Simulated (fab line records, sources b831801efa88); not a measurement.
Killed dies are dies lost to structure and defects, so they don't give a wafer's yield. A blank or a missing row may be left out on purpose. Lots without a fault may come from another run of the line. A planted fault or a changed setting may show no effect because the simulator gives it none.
One fault seen from 2 desks | flow gf180mcu | each desk has only its own numbers; what lay behind them comes last

THE METROLOGY DESK
What the gauges read, lot by lot, whatever tool the lot ran on: means of the sampled wafers that have a number. A lot is out of limits, marked OUT, if its mean lies more than 4 standard deviations from the usual mean; the brackets give that distance.
Columns: A = V1_CVD_02_THK at GF_V1_THK_MEAS_03, usual 848 nm
lot  | first seen here | A
L532 | day 17 04:27    | 860
L535 | day 18 21:04    | 830
L537 | day 19 14:29    | 846
L539 | day 20 08:02    | 850
L540 | day 20 16:52    | 842
L542 | day 21 06:37    | 807
L543 | day 21 15:25    | 815
L551 | day 24 07:05    | 852
L552 | day 24 18:49    | 869
L553 | day 25 00:34    | 857
L554 | day 25 14:16    | 827
This desk's finding: nothing out of limits on any of the 11 lots.

THE TOOL OWNER'S DESK: pecvd-01
The tool's own readings at GF_V1_CVD_02 (deposits SiO2 from TEOS, target thk 850 nm, time 94.851 s): means of the sampled wafers that have a number, for each lot that ran on this tool. A lot is out of limits, marked OUT, if its mean lies more than 4 standard deviations from the usual mean; the brackets give that distance.
Columns: A = heater_power_w at GF_V1_CVD_02, usual 702 W; B = rf_fwd_power_W at GF_V1_CVD_02, usual 595.9 W
lot  | first seen here | A   | B
L532 | day 17 04:22    | 727 | 596.5
L537 | day 19 14:25    | 718 | 596.3
L539 | day 20 07:56    | 736 | 595.8
L540 | day 20 16:47    | 747 | 597.1
L542 | day 21 06:33    | 814 | 501.1 (-38) OUT
L543 | day 21 15:20    | 739 | 501.9 (-38) OUT
L551 | day 24 06:59    | 770 | 597.3
L553 | day 25 00:30    | 854 | 594.0
This desk's finding: out of limits on L542, L543; first on L542, day 21 06:33 (rf_fwd_power_W at GF_V1_CVD_02). In limits: L532, L537, L539, L540, L551, L553.

PUT TOGETHER
The tool owner's desk could have raised an alarm at day 21 06:33, on L542, L543.
The metrology desk saw nothing out of limits.
The metrology desk has L542, L543 on record, within its limits.
Of the lots named, all ran GF_V1_CVD_02 on pecvd-01.

WHAT THE SIMULATOR HAD PUT IN
Process parameter drift: pecvd-01, from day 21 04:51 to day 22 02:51, at GF_V1_CVD_02. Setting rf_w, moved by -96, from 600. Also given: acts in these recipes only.
Lots struck among those shown: L542, L543.
Hours from the fault's start to each desk's first reading out of limits: the tool owner's desk, 2.
